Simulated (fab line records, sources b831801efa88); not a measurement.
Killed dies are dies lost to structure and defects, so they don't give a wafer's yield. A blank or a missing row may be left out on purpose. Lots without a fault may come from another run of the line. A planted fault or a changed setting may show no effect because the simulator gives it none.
Which tool did it? | flow sky130 | 6 lots, 18 wafers sampled, at 3 steps of a route of 708

WHAT THE GAUGES READ, wafer by wafer
SKY_VIA4_OVL_MEAS_11.
lot  | measured     | on         | VIA4_OVL (nm)
L708 | day 42 19:44 | overlay-01 | 1.3 0.7 1.5
L710 | day 43 10:56 | overlay-02 | -1.1 -0.2 2.0
L713 | day 44 03:58 | overlay-01 | 0.6 2.0 2.3
L723 | day 46 20:40 | overlay-01 | 3.5 4.1 2.6
L730 | day 48 19:56 | overlay-02 | 0.1 -2.0 -0.1
L729 | day 49 02:59 | overlay-02 | 1.0 1.9 1.5

WHICH TOOL RAN EACH LOT (tool, then ch and the chambers of the sampled wafers, then the start)
lot  | SKY_METAL2_SPUTTER_01        | SKY_VIA3_CMP_24
L708 | pvd_sputter-04, day 34 01:25 | cmp-02 ch 1,2, day 39 16:52
L710 | pvd_sputter-04, day 34 17:10 | cmp-01 ch 0,1,3, day 40 08:50
L713 | pvd_sputter-04, day 35 16:40 | cmp-01 ch 0,1,2, day 41 04:58
L723 | pvd_sputter-04, day 38 20:44 | cmp-01 ch 0,1,3, day 44 02:59
L730 | pvd_sputter-02, day 41 10:44 | cmp-02 ch 0,1,2, day 46 08:44
L729 | pvd_sputter-04, day 41 17:02 | cmp-01 ch 0,2,3, day 46 15:29
- SKY_METAL2_SPUTTER_01: material TiN, target thk 20 nm, time 16.7 s.
- SKY_VIA3_CMP_24: polishes, stops on SiO2, t overpolish 20 s, target thk 0 nm.

THE ANSWER, worked out from the rows above alone
Rule: what is usual is taken from the lots themselves. Put in order of their means at a reading, lots are off if they are a third of the lots or fewer, leave a main group of 4 or more, and stand apart from it by a gap of 3 or more times the standard deviation of the main group's means; of several such gaps the widest counts. A main group whose means are all the same, to the digits that the tables above print for the reading, isn't used. A lot without any number at a reading at which 4 lots or more have one is off too. The other lots that the step has rows for count as sound.
No lot is off at any reading shown: from this, nothing can be told.

WHAT THE SIMULATOR HAD PUT IN
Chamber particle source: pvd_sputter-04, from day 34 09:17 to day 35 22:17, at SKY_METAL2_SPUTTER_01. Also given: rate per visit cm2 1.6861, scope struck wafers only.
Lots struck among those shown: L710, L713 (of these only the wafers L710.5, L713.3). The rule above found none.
